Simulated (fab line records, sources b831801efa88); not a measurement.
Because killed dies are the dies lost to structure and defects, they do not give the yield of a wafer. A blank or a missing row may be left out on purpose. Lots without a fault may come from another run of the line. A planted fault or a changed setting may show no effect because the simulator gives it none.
Which tool is to blame? / flow sky130 / 15 lots, 45 wafers sampled, at 6 steps of a route of 708

== WHAT THE GAUGES READ, wafer by wafer ==
SKY_DNWELL_TW_MEAS_09. Usual: DNWELL_TW gives 1116 (standard deviation 8.1).
lot=L513; measured=day 3 10:57; on=filmMetro-02; DNWELL_TW=1122 1125 1122; flag=
lot=L514; measured=day 3 13:31; on=filmMetro-03; DNWELL_TW=1121 1125 1126; flag=
lot=L516; measured=day 4 04:44; on=filmMetro-03; DNWELL_TW=1118 1118 1113; flag=
lot=L517; measured=day 4 06:23; on=filmMetro-03; DNWELL_TW=1124 1122 1120; flag=
lot=L519; measured=day 4 17:34; on=filmMetro-03; DNWELL_TW=1119 1113 1115; flag=
lot=L520; measured=day 4 19:03; on=filmMetro-02; DNWELL_TW=1129 1126 1127; flag=
lot=L521; measured=day 5 02:02; on=filmMetro-03; DNWELL_TW=1113 1117 1115; flag=
lot=L522; measured=day 5 07:35; on=filmMetro-01; DNWELL_TW=1105 1110 1108; flag=
lot=L530; measured=day 7 05:00; on=filmMetro-02; DNWELL_TW=1127 1130 1124; flag=
lot=L531; measured=day 7 12:19; on=filmMetro-01; DNWELL_TW=1099 1106 1105; flag=
lot=L532; measured=day 7 17:22; on=filmMetro-03; DNWELL_TW=1112 1105 1104; flag=
lot=L534; measured=day 8 00:50; on=filmMetro-03; DNWELL_TW=1116 1116 1117; flag=
lot=L533; measured=day 8 01:08; on=filmMetro-03; DNWELL_TW=1127 1123 1128; flag=
lot=L535; measured=day 8 04:46; on=filmMetro-01; DNWELL_TW=1114 1112 1113; flag=
lot=L536; measured=day 8 09:23; on=filmMetro-02; DNWELL_TW=1115 1112 1118; flag=

SKY_PWDE_TW_MEAS_10. Usual: PWDE_TW gives 375.2 (standard deviation 2.1).
lot=L513; measured=day 4 02:05; on=filmMetro-02; PWDE_TW=378.1 377.3 375.3; flag=
lot=L514; measured=day 4 06:17; on=filmMetro-02; PWDE_TW=377.8 376.1 376.8; flag=
lot=L516; measured=day 4 22:44; on=filmMetro-03; PWDE_TW=376.6 375.7 374.3; flag=
lot=L517; measured=day 5 00:50; on=filmMetro-03; PWDE_TW=376.5 374.8 374.4; flag=
lot=L519; measured=day 5 12:12; on=filmMetro-01; PWDE_TW=370.7 370.1 372.3; flag=
lot=L520; measured=day 5 13:58; on=filmMetro-02; PWDE_TW=30.4 30.3 30.4; flag=OFF
lot=L521; measured=day 5 20:42; on=filmMetro-02; PWDE_TW=30.4 30.4 30.4; flag=OFF
lot=L522; measured=day 6 02:56; on=filmMetro-02; PWDE_TW=30.1 30.2 30.3; flag=OFF
lot=L530; measured=day 8 02:21; on=filmMetro-03; PWDE_TW=376.0 375.5 378.0; flag=
lot=L531; measured=day 8 09:54; on=filmMetro-02; PWDE_TW=374.3 375.9 374.4; flag=
lot=L532; measured=day 8 15:22; on=filmMetro-03; PWDE_TW=374.7 376.0 375.9; flag=
lot=L534; measured=day 8 22:26; on=filmMetro-02; PWDE_TW=374.7 375.5 375.3; flag=
lot=L533; measured=day 8 23:06; on=filmMetro-03; PWDE_TW=375.9 374.6 376.8; flag=
lot=L535; measured=day 9 03:30; on=filmMetro-01; PWDE_TW=373.0 374.1 371.0; flag=
lot=L536; measured=day 9 07:46; on=filmMetro-02; PWDE_TW=375.2 374.2 375.1; flag=

SKY_VT_ADJUST_HVTP_CD_MEAS_07 targets a cd of 380 nm. Usual: cdNm reads 380.5 nm (standard deviation 2.6).
lot=L513; measured=day 6 10:17; on=cdSem-02; cdNm (nm)=379.0 381.5 381.3; flag=
lot=L514; measured=day 6 14:55; on=cdSem-01; cdNm (nm)=383.1 385.1 381.9; flag=
lot=L516; measured=day 7 09:52; on=cdSem-01; cdNm (nm)=378.4 376.7 376.4; flag=
lot=L517; measured=day 7 11:28; on=cdSem-01; cdNm (nm)=380.1 380.9 380.8; flag=
lot=L519; measured=day 8 01:10; on=cdSem-02; cdNm (nm)=375.4 380.7 376.8; flag=
lot=L520; measured=day 8 02:11; on=cdSem-02; cdNm (nm)=380.7 379.5 382.3; flag=
lot=L521; measured=day 8 10:41; on=cdSem-01; cdNm (nm)=383.6 383.4 381.0; flag=
lot=L522; measured=day 8 17:43; on=cdSem-01; cdNm (nm)=382.7 384.3 382.5; flag=
lot=L530; measured=day 10 22:01; on=cdSem-02; cdNm (nm)=386.3 383.0 385.8; flag=
lot=L531; measured=day 11 06:52; on=cdSem-01; cdNm (nm)=379.3 381.4 380.0; flag=
lot=L532; measured=day 11 13:41; on=cdSem-01; cdNm (nm)=381.3 379.8 380.3; flag=
lot=L534; measured=day 11 19:35; on=cdSem-02; cdNm (nm)=385.9 384.9 382.9; flag=
lot=L533; measured=day 11 20:34; on=cdSem-01; cdNm (nm)=381.5 383.2 381.6; flag=
lot=L535; measured=day 12 00:55; on=cdSem-02; cdNm (nm)=382.1 382.7 380.5; flag=
lot=L536; measured=day 12 05:08; on=cdSem-01; cdNm (nm)=380.4 380.1 378.2; flag=

SKY_VT_ADJUST_LVTN_OVL_MEAS_07. Usual: VT_ADJUST_LVTN_OVL gives -0.5 nm (standard deviation 1.4).
lot=L513; measured=day 7 05:41; on=overlay-02; VT_ADJUST_LVTN_OVL (nm)=-1.0 -2.2 -1.4; flag=
lot=L514; measured=day 7 10:47; on=overlay-02; VT_ADJUST_LVTN_OVL (nm)=-2.1 -1.6 -2.2; flag=
lot=L516; measured=day 8 08:10; on=overlay-02; VT_ADJUST_LVTN_OVL (nm)=-2.3 -3.4 -2.3; flag=
lot=L517; measured=day 8 09:14; on=overlay-01; VT_ADJUST_LVTN_OVL (nm)=-1.1 0.7 -0.9; flag=
lot=L519; measured=day 8 23:28; on=overlay-02; VT_ADJUST_LVTN_OVL (nm)=-0.4 0.2 -0.9; flag=
lot=L520; measured=day 9 00:25; on=overlay-02; VT_ADJUST_LVTN_OVL (nm)=0.1 0.2 0.0; flag=
lot=L521; measured=day 9 08:55; on=overlay-01; VT_ADJUST_LVTN_OVL (nm)=-1.6 -2.3 -1.7; flag=
lot=L522; measured=day 9 15:58; on=overlay-02; VT_ADJUST_LVTN_OVL (nm)=1.2 0.9 0.1; flag=
lot=L530; measured=day 11 22:29; on=overlay-02; VT_ADJUST_LVTN_OVL (nm)=-0.1 -0.8 0.5; flag=
lot=L531; measured=day 12 06:57; on=overlay-01; VT_ADJUST_LVTN_OVL (nm)=0.8 -0.4 0.0; flag=
lot=L532; measured=day 12 13:59; on=overlay-02; VT_ADJUST_LVTN_OVL (nm)=-0.8 -1.4 -2.4; flag=
lot=L534; measured=day 12 20:41; on=overlay-01; VT_ADJUST_LVTN_OVL (nm)=-1.7 -2.2 -2.1; flag=
lot=L533; measured=day 12 21:47; on=overlay-01; VT_ADJUST_LVTN_OVL (nm)=-0.1 1.4 -0.7; flag=
lot=L535; measured=day 13 01:55; on=overlay-01; VT_ADJUST_LVTN_OVL (nm)=1.9 0.6 0.4; flag=
lot=L536; measured=day 13 06:32; on=overlay-02; VT_ADJUST_LVTN_OVL (nm)=-1.0 -0.5 -1.3; flag=

== WHICH TOOL RAN EACH LOT (tool, then ch and the chambers of the sampled wafers, then the start) ==
lot=L513; SKY_DNWELL_STRIP_08=plasmaAsher-04 ch 0,1, day 3 10:50; SKY_PWDE_STRIP_09=plasmaAsher-04 ch 0,1, day 4 01:59
lot=L514; SKY_DNWELL_STRIP_08=plasmaAsher-04 ch 1, day 3 13:25; SKY_PWDE_STRIP_09=plasmaAsher-01 ch 0,1, day 4 06:11
lot=L516; SKY_DNWELL_STRIP_08=plasmaAsher-03 ch 0,1, day 4 04:38; SKY_PWDE_STRIP_09=plasmaAsher-01 ch 0,1, day 4 22:38
lot=L517; SKY_DNWELL_STRIP_08=plasmaAsher-03 ch 0,1, day 4 06:16; SKY_PWDE_STRIP_09=plasmaAsher-02 ch 0,1, day 5 00:44
lot=L519; SKY_DNWELL_STRIP_08=plasmaAsher-03 ch 0,1, day 4 17:28; SKY_PWDE_STRIP_09=plasmaAsher-02 ch 0,1, day 5 12:06
lot=L520; SKY_DNWELL_STRIP_08=plasmaAsher-04 ch 0,1, day 4 18:56; SKY_PWDE_STRIP_09=plasmaAsher-02 ch 0,1, day 5 13:51
lot=L521; SKY_DNWELL_STRIP_08=plasmaAsher-01 ch 0,1, day 5 01:56; SKY_PWDE_STRIP_09=plasmaAsher-04 ch 0,1, day 5 20:36
lot=L522; SKY_DNWELL_STRIP_08=plasmaAsher-01 ch 0,1, day 5 07:29; SKY_PWDE_STRIP_09=plasmaAsher-01 ch 0,1, day 6 02:50
lot=L530; SKY_DNWELL_STRIP_08=plasmaAsher-01 ch 0,1, day 7 04:55; SKY_PWDE_STRIP_09=plasmaAsher-04 ch 0,1, day 8 02:16
lot=L531; SKY_DNWELL_STRIP_08=plasmaAsher-04 ch 0,1, day 7 12:14; SKY_PWDE_STRIP_09=plasmaAsher-01 ch 0,1, day 8 09:49
lot=L532; SKY_DNWELL_STRIP_08=plasmaAsher-04 ch 0,1, day 7 17:17; SKY_PWDE_STRIP_09=plasmaAsher-01 ch 0,1, day 8 15:16
lot=L534; SKY_DNWELL_STRIP_08=plasmaAsher-01 ch 0,1, day 8 00:44; SKY_PWDE_STRIP_09=plasmaAsher-04 ch 0,1, day 8 22:20
lot=L533; SKY_DNWELL_STRIP_08=plasmaAsher-03 ch 0,1, day 8 01:03; SKY_PWDE_STRIP_09=plasmaAsher-02 ch 0,1, day 8 23:01
lot=L535; SKY_DNWELL_STRIP_08=plasmaAsher-03 ch 0,1, day 8 04:40; SKY_PWDE_STRIP_09=plasmaAsher-02 ch 0,1, day 9 03:24
lot=L536; SKY_DNWELL_STRIP_08=plasmaAsher-04 ch 0,1, day 8 09:18; SKY_PWDE_STRIP_09=plasmaAsher-04 ch 0,1, day 9 07:41
- SKY_DNWELL_STRIP_08: strips in O2/N2.
- SKY_PWDE_STRIP_09: strips in O2/N2.

== AS READ BY THE TOOLS THEMSELVES (means over the sampled wafers that have a number; for cases with no such wafer, the mark the record gives instead) ==
SKY_DNWELL_STRIP_08. Usual: chamberPressureMTorr 1499.9 mTorr, standard deviation 1.5; drypumpMotorCurrentA 5.9 A, standard deviation 0.47; oesProductAu 0.722 a.u., standard deviation 0.0044; stripTimeToEndpointS 36.91 s, standard deviation 0.09.
lot=L513; tool=plasmaAsher-04; chamberPressureMTorr (mTorr)=1500.3; drypumpMotorCurrentA (A)=6.2; oesProductAu (a.u.)=0.723; stripTimeToEndpointS (s)=36.93; flag=
lot=L514; tool=plasmaAsher-04; chamberPressureMTorr (mTorr)=1499.1; drypumpMotorCurrentA (A)=6.1; oesProductAu (a.u.)=0.724; stripTimeToEndpointS (s)=36.93; flag=
lot=L516; tool=plasmaAsher-03; chamberPressureMTorr (mTorr)=1500.4; drypumpMotorCurrentA (A)=5.9; oesProductAu (a.u.)=0.724; stripTimeToEndpointS (s)=36.91; flag=
lot=L517; tool=plasmaAsher-03; chamberPressureMTorr (mTorr)=1500.4; drypumpMotorCurrentA (A)=5.6; oesProductAu (a.u.)=0.720; stripTimeToEndpointS (s)=36.87; flag=
lot=L519; tool=plasmaAsher-03; chamberPressureMTorr (mTorr)=1499.5; drypumpMotorCurrentA (A)=5.6; oesProductAu (a.u.)=0.725; stripTimeToEndpointS (s)=37.04; flag=
lot=L520; tool=plasmaAsher-04; chamberPressureMTorr (mTorr)=-; drypumpMotorCurrentA (A)=-; oesProductAu (a.u.)=-; stripTimeToEndpointS (s)=-; flag=OFF
lot=L521; tool=plasmaAsher-01; chamberPressureMTorr (mTorr)=-; drypumpMotorCurrentA (A)=-; oesProductAu (a.u.)=-; stripTimeToEndpointS (s)=-; flag=OFF
lot=L522; tool=plasmaAsher-01; chamberPressureMTorr (mTorr)=-; drypumpMotorCurrentA (A)=-; oesProductAu (a.u.)=-; stripTimeToEndpointS (s)=-; flag=OFF
lot=L530; tool=plasmaAsher-01; chamberPressureMTorr (mTorr)=1499.5; drypumpMotorCurrentA (A)=5.3; oesProductAu (a.u.)=0.723; stripTimeToEndpointS (s)=36.91; flag=
lot=L531; tool=plasmaAsher-04; chamberPressureMTorr (mTorr)=1501.2; drypumpMotorCurrentA (A)=6.3; oesProductAu (a.u.)=0.722; stripTimeToEndpointS (s)=36.86; flag=
lot=L532; tool=plasmaAsher-04; chamberPressureMTorr (mTorr)=1500.0; drypumpMotorCurrentA (A)=6.2; oesProductAu (a.u.)=0.720; stripTimeToEndpointS (s)=36.95; flag=
lot=L534; tool=plasmaAsher-01; chamberPressureMTorr (mTorr)=1500.4; drypumpMotorCurrentA (A)=5.6; oesProductAu (a.u.)=0.721; stripTimeToEndpointS (s)=36.88; flag=
lot=L533; tool=plasmaAsher-03; chamberPressureMTorr (mTorr)=1499.3; drypumpMotorCurrentA (A)=5.9; oesProductAu (a.u.)=0.724; stripTimeToEndpointS (s)=36.99; flag=
lot=L535; tool=plasmaAsher-03; chamberPressureMTorr (mTorr)=1501.1; drypumpMotorCurrentA (A)=5.6; oesProductAu (a.u.)=0.725; stripTimeToEndpointS (s)=37.10; flag=
lot=L536; tool=plasmaAsher-04; chamberPressureMTorr (mTorr)=1499.1; drypumpMotorCurrentA (A)=6.3; oesProductAu (a.u.)=0.722; stripTimeToEndpointS (s)=37.01; flag=

SKY_PWDE_STRIP_09. Usual: chamberPressureMTorr 1500.1 mTorr, standard deviation 1.2; drypumpMotorCurrentA 5.6 A, standard deviation 0.5; oesProductAu 0.722 a.u., standard deviation 0.0047; stripTimeToEndpointS 36.89 s, standard deviation 0.11.
lot=L513; tool=plasmaAsher-04; chamberPressureMTorr (mTorr)=1500.4; drypumpMotorCurrentA (A)=6.3; oesProductAu (a.u.)=0.721; stripTimeToEndpointS (s)=36.91; flag=
lot=L514; tool=plasmaAsher-01; chamberPressureMTorr (mTorr)=1501.1; drypumpMotorCurrentA (A)=5.2; oesProductAu (a.u.)=0.724; stripTimeToEndpointS (s)=36.89; flag=
lot=L516; tool=plasmaAsher-01; chamberPressureMTorr (mTorr)=1500.3; drypumpMotorCurrentA (A)=5.3; oesProductAu (a.u.)=0.725; stripTimeToEndpointS (s)=37.06; flag=
lot=L517; tool=plasmaAsher-02; chamberPressureMTorr (mTorr)=1499.5; drypumpMotorCurrentA (A)=5.2; oesProductAu (a.u.)=0.724; stripTimeToEndpointS (s)=36.94; flag=
lot=L519; tool=plasmaAsher-02; chamberPressureMTorr (mTorr)=1500.7; drypumpMotorCurrentA (A)=5.3; oesProductAu (a.u.)=0.723; stripTimeToEndpointS (s)=36.94; flag=
lot=L520; tool=plasmaAsher-02; chamberPressureMTorr (mTorr)=1500.3; drypumpMotorCurrentA (A)=5.3; oesProductAu (a.u.)=0.740; stripTimeToEndpointS (s)=81.03; flag=OFF
lot=L521; tool=plasmaAsher-04; chamberPressureMTorr (mTorr)=1500.1; drypumpMotorCurrentA (A)=6.3; oesProductAu (a.u.)=0.737; stripTimeToEndpointS (s)=80.98; flag=OFF
lot=L522; tool=plasmaAsher-01; chamberPressureMTorr (mTorr)=1499.9; drypumpMotorCurrentA (A)=5.3; oesProductAu (a.u.)=0.738; stripTimeToEndpointS (s)=81.30; flag=OFF
lot=L530; tool=plasmaAsher-04; chamberPressureMTorr (mTorr)=1499.7; drypumpMotorCurrentA (A)=6.2; oesProductAu (a.u.)=0.722; stripTimeToEndpointS (s)=36.86; flag=
lot=L531; tool=plasmaAsher-01; chamberPressureMTorr (mTorr)=1499.2; drypumpMotorCurrentA (A)=5.3; oesProductAu (a.u.)=0.718; stripTimeToEndpointS (s)=36.90; flag=
lot=L532; tool=plasmaAsher-01; chamberPressureMTorr (mTorr)=1499.4; drypumpMotorCurrentA (A)=5.6; oesProductAu (a.u.)=0.724; stripTimeToEndpointS (s)=36.92; flag=
lot=L534; tool=plasmaAsher-04; chamberPressureMTorr (mTorr)=1500.0; drypumpMotorCurrentA (A)=6.3; oesProductAu (a.u.)=0.718; stripTimeToEndpointS (s)=36.90; flag=
lot=L533; tool=plasmaAsher-02; chamberPressureMTorr (mTorr)=1499.4; drypumpMotorCurrentA (A)=5.3; oesProductAu (a.u.)=0.721; stripTimeToEndpointS (s)=36.77; flag=
lot=L535; tool=plasmaAsher-02; chamberPressureMTorr (mTorr)=1500.4; drypumpMotorCurrentA (A)=5.4; oesProductAu (a.u.)=0.725; stripTimeToEndpointS (s)=37.00; flag=
lot=L536; tool=plasmaAsher-04; chamberPressureMTorr (mTorr)=1499.6; drypumpMotorCurrentA (A)=6.2; oesProductAu (a.u.)=0.725; stripTimeToEndpointS (s)=36.72; flag=

== THE ANSWER, worked out from the rows above alone ==
Rule: a lot counts as off when the mean over its wafers that have a number is more than 3 standard deviations away from the usual mean. Also off: a lot with no number at a reading for which 4 or more lots have one. The other lots that the step has rows for count as sound. First the gauges in route order, then the tools' own readings, where a lot's mean is used as printed above. The first step at which some lot is off is used, and at that step the reading that is off furthest; a lot without a number counts as furthest.
Off: L520, L521, L522, seen at SKY_PWDE_TW_MEAS_10 (PWDE_TW).
A tool fits if, at a process step before that reading, it ran every lot that is off, and no sound lot after the first of them. Not tried: the gauges at SKY_PWDE_TW_MEAS_10; whatever is off there is also off at SKY_DNWELL_STRIP_08, on other tools, and gauge error can't account for it. Not one of the candidates tried fits.

== WHAT HAD BEEN PUT IN BY THE SIMULATOR ==
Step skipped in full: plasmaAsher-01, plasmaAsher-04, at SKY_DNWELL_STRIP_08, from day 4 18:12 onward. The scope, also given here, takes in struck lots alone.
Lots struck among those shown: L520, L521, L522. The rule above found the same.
